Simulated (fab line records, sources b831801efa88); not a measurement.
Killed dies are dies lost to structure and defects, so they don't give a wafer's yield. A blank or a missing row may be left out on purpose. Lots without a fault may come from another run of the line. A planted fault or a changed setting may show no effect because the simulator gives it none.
Which tool did it? | flow sky130 | 24 lots, 72 wafers sampled, at 6 steps of a route of 708

WHAT THE GAUGES READ, wafer by wafer
SKY_CONTACT_THK_MEAS_01. Usual: CONTACT_CVD_00_THK 75.1 nm, standard deviation 1.1.
lot  | measured     | on            | CONTACT_CVD_00_THK (nm) | flag
L074 | day 29 14:26 | film_metro-02 | 75.1 75.9 75.7          |
L075 | day 30 07:52 | film_metro-02 | 73.5 74.0 76.1          |
L076 | day 30 21:52 | film_metro-03 | 75.3 74.1 76.2          |
L077 | day 31 00:18 | film_metro-01 | 76.6 75.5 74.5          |
L078 | day 31 09:30 | film_metro-01 | 77.0 75.6 77.4          |
L079 | day 31 23:59 | film_metro-01 | 74.2 75.7 77.0          |
L080 | day 32 16:06 | film_metro-03 | 74.8 75.6 73.6          |
L081 | day 32 16:40 | film_metro-02 | 73.1 74.0 72.9          |
L082 | day 32 20:15 | film_metro-01 | 74.6 75.9 76.4          |
L083 | day 33 22:58 | film_metro-02 | 75.4 73.5 76.6          |
L084 | day 34 04:13 | film_metro-01 | 74.2 73.7 73.9          |
L085 | day 34 05:13 | film_metro-02 | 75.1 72.1 75.0          |
L087 | day 34 13:50 | film_metro-02 | 77.4 74.7 76.6          |
L086 | day 34 17:34 | film_metro-03 | 73.9 77.3 76.2          |
L088 | day 34 19:40 | film_metro-03 | 75.5 74.8 75.8          |
L089 | day 35 05:41 | film_metro-02 | 74.3 74.3 76.5          |
L090 | day 35 14:19 | film_metro-03 | 73.6 75.7 75.9          |
L091 | day 36 02:08 | film_metro-01 | 74.9 76.3 75.2          |
L092 | day 36 10:41 | film_metro-03 | 74.9 75.3 75.6          |
L093 | day 36 12:46 | film_metro-01 | 73.8 75.4 74.7          |
L094 | day 36 18:44 | film_metro-01 | 73.3 73.4 74.1          |
L095 | day 37 03:27 | film_metro-03 | 74.7 74.6 75.5          |
L096 | day 37 11:08 | film_metro-03 | 73.2 75.6 73.7          |
L097 | day 37 20:31 | film_metro-02 | 73.1 75.6 75.4          |

SKY_CONTACT_BOW_MEAS_05. Usual: CONTACT_BOW 82 um, standard deviation 7.
lot  | measured     | on            | CONTACT_BOW (um) | flag
L074 | day 29 14:55 | film_metro-01 | 85 82 78         |
L075 | day 30 08:23 | film_metro-02 | 90 86 84         |
L076 | day 30 22:20 | film_metro-01 | 81 89 75         |
L077 | day 31 00:49 | film_metro-02 | 89 89 86         |
L078 | day 31 10:01 | film_metro-03 | 83 82 85         |
L079 | day 32 00:29 | film_metro-01 | 94 89 80         |
L080 | day 32 16:37 | film_metro-01 | 72 72 73         |
L081 | day 32 17:10 | film_metro-01 | 87 79 73         |
L082 | day 32 20:54 | film_metro-01 | 83 65 80         |
L083 | day 33 23:28 | film_metro-02 | 86 79 95         |
L084 | day 34 04:45 | film_metro-03 | 91 80 78         |
L085 | day 34 05:42 | film_metro-03 | 87 89 95         |
L087 | day 34 14:33 | film_metro-03 | 76 87 84         |
L086 | day 34 18:04 | film_metro-02 | 59 77 82         |
L088 | day 34 20:10 | film_metro-02 | 90 74 87         |
L089 | day 35 06:10 | film_metro-01 | 82 83 77         |
L090 | day 35 14:48 | film_metro-01 | 59 78 83         |
L091 | day 36 02:39 | film_metro-03 | 82 82 84         |
L092 | day 36 11:10 | film_metro-01 | 95 93 81         |
L093 | day 36 13:17 | film_metro-01 | 88 81 87         |
L094 | day 36 19:16 | film_metro-01 | 81 79 81         |
L095 | day 37 03:57 | film_metro-03 | 94 76 80         |
L096 | day 37 11:37 | film_metro-02 | 81 86 86         |
L097 | day 37 21:01 | film_metro-03 | 77 74 84         |

SKY_VIA1_THK_MEAS_23: measures by xrf. Usual: VIA1_W_THK 263 nm, standard deviation 4.
lot  | measured     | on            | VIA1_W_THK (nm) | flag
L074 | day 33 06:47 | film_metro-03 | 266 264 267     |
L075 | day 33 23:32 | film_metro-01 | 267 261 261     |
L076 | day 34 13:32 | film_metro-01 | 266 266 269     |
L077 | day 34 15:28 | film_metro-03 | 258 262 260     |
L078 | day 34 22:59 | film_metro-04 | 267 269 264     |
L079 | day 35 15:08 | film_metro-04 | 265 265 262     |
L080 | day 36 07:25 | film_metro-01 | 254 261 256     |
L081 | day 36 08:44 | film_metro-04 | 262 267 268     |
L082 | day 36 11:59 | film_metro-04 | 269 268 267     |
L083 | day 37 15:28 | film_metro-01 | 254 259 259     |
L084 | day 37 20:31 | film_metro-01 | 257 260 265     |
L085 | day 37 21:05 | film_metro-01 | 263 262 258     |
L087 | day 38 05:27 | film_metro-03 | 260 262 260     |
L086 | day 38 10:07 | film_metro-04 | 265 267 263     |
L088 | day 38 10:25 | film_metro-01 | 260 260 260     |
L089 | day 38 20:52 | film_metro-04 | 261 263 261     |
L090 | day 39 03:29 | film_metro-04 | 264 260 258     |
L091 | day 39 15:24 | film_metro-01 | 260 263 258     |
L092 | day 39 21:38 | film_metro-04 | 269 256 256     |
L093 | day 39 23:13 | film_metro-04 | 265 264 270     |
L094 | day 40 04:23 | film_metro-01 | 262 271 272     |
L095 | day 40 11:36 | film_metro-04 | 265 264 267     |
L096 | day 40 19:13 | film_metro-03 | 269 258 271     |
L097 | day 41 03:38 | film_metro-04 | 266 268 263     |

SKY_METAL2_CD_MEAS_15: target cd 140 nm. Usual: cd_nm 140.5 nm, standard deviation 1.8.
lot  | measured     | on        | cd_nm (nm)        | flag
L074 | day 34 10:49 | cd_sem-01 | 139.5 139.0 140.7 |
L075 | day 35 03:43 | cd_sem-01 | 137.8 137.5 137.0 |
L076 | day 35 16:22 | cd_sem-01 | 142.2 140.8 141.8 |
L077 | day 35 20:11 | cd_sem-01 | 140.2 139.5 140.9 |
L078 | day 36 03:17 | cd_sem-01 | 144.9 145.9 145.9 |
L079 | day 36 19:46 | cd_sem-01 | 140.3 142.0 141.3 |
L080 | day 37 11:49 | cd_sem-02 | 140.2 140.1 139.7 |
L081 | day 37 13:04 | cd_sem-02 | 137.9 138.9 138.3 |
L082 | day 37 16:16 | cd_sem-01 | 141.6 140.7 141.9 |
L083 | day 38 17:43 | cd_sem-02 | 142.1 142.2 142.6 |
L084 | day 38 22:29 | cd_sem-02 | 139.7 139.1 139.9 |
L085 | day 38 23:52 | cd_sem-02 | 139.3 141.3 140.6 |
L087 | day 39 06:38 | cd_sem-01 | 138.8 139.0 138.0 |
L086 | day 39 12:05 | cd_sem-01 | 141.6 141.8 141.7 |
L088 | day 39 12:13 | cd_sem-01 | 141.0 141.5 140.8 |
L089 | day 39 21:52 | cd_sem-02 | 140.8 141.3 141.6 |
L090 | day 40 05:22 | cd_sem-01 | 141.6 142.9 144.3 |
L091 | day 40 16:04 | cd_sem-02 | 141.9 140.2 142.2 |
L092 | day 40 22:46 | cd_sem-02 | 139.9 140.7 139.6 |
L093 | day 40 23:53 | cd_sem-01 | 138.1 137.3 138.3 |
L094 | day 41 04:16 | cd_sem-01 | 137.8 139.0 138.7 |
L095 | day 41 11:30 | cd_sem-02 | 139.2 140.3 139.8 |
L096 | day 41 19:41 | cd_sem-02 | 141.8 141.8 140.7 |
L097 | day 42 04:13 | cd_sem-01 | 142.9 142.5 143.8 |

WHICH TOOL RAN EACH LOT (tool, then ch and the chambers of the sampled wafers, then the start)
lot  | SKY_METAL1_METAL_ETCH_19          | SKY_VIA1_CMP_24
L074 | rie_metal-04 ch 1, day 32 00:23   | cmp-02 ch 1,2, day 33 06:54
L075 | rie_metal-03 ch 1, day 32 18:23   | cmp-01 ch 0,1,2, day 33 23:41
L076 | rie_metal-03 ch 0,1, day 33 08:16 | cmp-01 ch 1,2,3, day 34 13:35
L077 | rie_metal-04 ch 0,1, day 33 09:40 | cmp-01 ch 0,1,2, day 34 15:38
L078 | rie_metal-03 ch 0,1, day 33 17:43 | cmp-01 ch 1,2, day 34 23:02
L079 | rie_metal-02 ch 0,1, day 34 09:31 | cmp-01 ch 2,3, day 35 15:17
L080 | rie_metal-02 ch 0,1, day 35 01:01 | cmp-02 ch 0,2, day 36 07:31
L081 | rie_metal-04 ch 0,1, day 35 02:47 | cmp-02 ch 0,1,3, day 36 08:48
L082 | rie_metal-03 ch 0,1, day 35 05:23 | cmp-02 ch 0,1,3, day 36 12:08
L083 | rie_metal-03 ch 0,1, day 36 08:02 | cmp-02 ch 1,2,3, day 37 15:31
L084 | rie_metal-04 ch 0,1, day 36 14:14 | cmp-01 ch 0,2,3, day 37 20:34
L085 | rie_metal-02 ch 0,1, day 36 15:23 | cmp-02 ch 1,2,3, day 37 21:08
L087 | rie_metal-04 ch 0,1, day 37 00:21 | cmp-01 ch 2,3, day 38 05:34
L086 | rie_metal-02 ch 0,1, day 37 05:11 | cmp-01 ch 0,2, day 38 10:13
L088 | rie_metal-04 ch 0,1, day 37 05:50 | cmp-01 ch 1,2,3, day 38 10:28
L089 | rie_metal-03 ch 0,1, day 37 16:10 | cmp-01 ch 0,1,3, day 38 21:00
L090 | rie_metal-03 ch 0,1, day 37 23:50 | cmp-02 ch 0,1,3, day 39 03:49
L091 | rie_metal-02 ch 0,1, day 38 11:28 | cmp-01 ch 1,2,3, day 39 15:32
L092 | rie_metal-02 ch 0,1, day 38 18:35 | cmp-02 ch 0,1,3, day 39 21:48
L093 | rie_metal-03 ch 0,1, day 38 20:22 | cmp-01 ch 0,1,3, day 39 23:16
L094 | rie_metal-04 ch 0,1, day 39 01:44 | cmp-01 ch 0,2,3, day 40 04:30
L095 | rie_metal-04 ch 0,1, day 39 08:29 | cmp-01 ch 0,2,3, day 40 11:39
L096 | rie_metal-04 ch 0,1, day 39 16:47 | cmp-02 ch 0,1,2, day 40 19:26
L097 | rie_metal-03 ch 0,1, day 40 01:05 | cmp-02 ch 0,1,3, day 41 03:48
- SKY_METAL1_METAL_ETCH_19: etches the open film in Cl2/BCl3, stops on SiO2, target depth 360 nm, time 78 s.
- SKY_VIA1_CMP_24: polishes, stops on SiO2, t overpolish 15 s, target thk 0 nm.

WHAT THE TOOLS THEMSELVES READ (means of the sampled wafers that have a number; where no wafer has one, the mark that the record gives instead)
SKY_METAL1_METAL_ETCH_19. Usual: bias_w 48.52 W, standard deviation 0.15; drypump_motor_current_A 5.8 A, standard deviation 0.34; mfc_cl2_sccm 59.95 sccm, standard deviation 0.18; oes_product_au 0.853 a.u., standard deviation 0.0069; throttle_valve_pct 22.264 %, standard deviation 0.0095.
lot  | tool         | bias_w (W) | drypump_motor_current_A (A) | mfc_cl2_sccm (sccm) | oes_product_au (a.u.) | throttle_valve_pct (%) | flag
L074 | rie_metal-04 | 48.69      | 6.0                         | 59.87               | 0.847                 | 22.260                 |
L075 | rie_metal-03 | 48.61      | 5.6                         | 59.65               | 0.843                 | 22.269                 |
L076 | rie_metal-03 | 48.43      | 5.5                         | 59.98               | 0.855                 | 22.256                 |
L077 | rie_metal-04 | 48.50      | 6.1                         | 60.00               | 0.854                 | 22.270                 |
L078 | rie_metal-03 | 48.65      | 5.5                         | 59.88               | 0.855                 | 22.256                 |
L079 | rie_metal-02 | 48.52      | 6.0                         | 59.98               | 0.864                 | 22.261                 |
L080 | rie_metal-02 | 48.68      | 6.0                         | 60.05               | 0.857                 | 22.269                 |
L081 | rie_metal-04 | 48.46      | 6.1                         | 59.97               | 0.852                 | 22.264                 |
L082 | rie_metal-03 | 48.42      | 5.5                         | 59.86               | 0.848                 | 22.262                 |
L083 | rie_metal-03 | 48.50      | 5.6                         | 60.12               | 0.861                 | 22.279                 |
L084 | rie_metal-04 | 48.51      | 6.1                         | 59.87               | 0.854                 | 22.257                 |
L085 | rie_metal-02 | 48.59      | 6.0                         | 60.02               | 0.852                 | 22.269                 |
L087 | rie_metal-04 | 48.52      | 6.1                         | 59.83               | 0.849                 | 22.268                 |
L086 | rie_metal-02 | 48.57      | 5.7                         | 59.93               | 0.853                 | 22.261                 |
L088 | rie_metal-04 | 48.48      | 6.1                         | 59.98               | 0.852                 | 22.273                 |
L089 | rie_metal-03 | 48.48      | 5.5                         | 60.10               | 0.859                 | 22.259                 |
L090 | rie_metal-03 | 48.42      | 5.5                         | 59.79               | 0.851                 | 22.269                 |
L091 | rie_metal-02 | 48.46      | 6.0                         | 59.86               | 0.848                 | 22.260                 |
L092 | rie_metal-02 | 48.42      | 6.0                         | 59.98               | 0.858                 | 22.266                 |
L093 | rie_metal-03 | 48.50      | 5.5                         | 59.94               | 0.853                 | 22.265                 |
L094 | rie_metal-04 | 48.51      | 6.1                         | 59.93               | 0.851                 | 22.265                 |
L095 | rie_metal-04 | 48.64      | 6.1                         | 59.86               | 0.848                 | 22.259                 |
L096 | rie_metal-04 | 48.42      | 6.1                         | 60.08               | 0.851                 | 22.260                 |
L097 | rie_metal-03 | 48.61      | 5.5                         | 60.06               | 0.849                 | 22.265                 |

SKY_VIA1_CMP_24. Usual: motor_current_A 11.7 A, standard deviation 1.2; overpolish_run_s 15.000 s, standard deviation 0.0094; time_to_endpoint_s 62 s, standard deviation 3.7.
lot  | tool   | motor_current_A (A) | overpolish_run_s (s) | time_to_endpoint_s (s) | flag
L074 | cmp-02 | 10.4                | 15.004               | 64                     |
L075 | cmp-01 | 11.7                | 14.999               | 62                     |
L076 | cmp-01 | 11.9                | 14.999               | 63                     |
L077 | cmp-01 | 11.4                | 14.999               | 64                     |
L078 | cmp-01 | 11.6                | 15.000               | 63                     |
L079 | cmp-01 | 12.4                | 15.002               | 64                     |
L080 | cmp-02 | 11.6                | 15.011               | 61                     |
L081 | cmp-02 | 11.6                | 14.991               | 60                     |
L082 | cmp-02 | 11.6                | 15.000               | 58                     |
L083 | cmp-02 | 11.5                | 15.008               | 61                     |
L084 | cmp-01 | 12.1                | 14.997               | 61                     |
L085 | cmp-02 | 11.1                | 15.000               | 62                     |
L087 | cmp-01 | 12.6                | 15.004               | 59                     |
L086 | cmp-01 | 13.0                | 14.999               | 60                     |
L088 | cmp-01 | 11.9                | 15.000               | 62                     |
L089 | cmp-01 | 11.4                | 14.997               | 63                     |
L090 | cmp-02 | 11.6                | 14.987               | 61                     |
L091 | cmp-01 | 12.2                | 15.009               | 62                     |
L092 | cmp-02 | 11.7                | 15.001               | 59                     |
L093 | cmp-01 | 11.1                | 14.997               | 65                     |
L094 | cmp-01 | 12.3                | 14.997               | 60                     |
L095 | cmp-01 | 12.2                | 15.003               | 61                     |
L096 | cmp-02 | 11.3                | 15.000               | 67                     |
L097 | cmp-02 | 12.0                | 15.007               | 65                     |

THE ANSWER, worked out from the rows above alone
Rule: a lot is off if the mean of its wafers that have a number lies more than 3 standard deviations from the usual mean. A lot without any number at a reading at which 4 lots or more have one is off too. The other lots that the step has rows for count as sound. The gauges are gone through in route order, then the tools' own readings, and for those a lot's mean is taken as printed above. The first step at which some lot is off is used, and at that step the reading that is off furthest; a lot without a number counts as furthest.
No lot is off at any reading shown: from this, nothing can be told.

WHAT THE SIMULATOR HAD PUT IN
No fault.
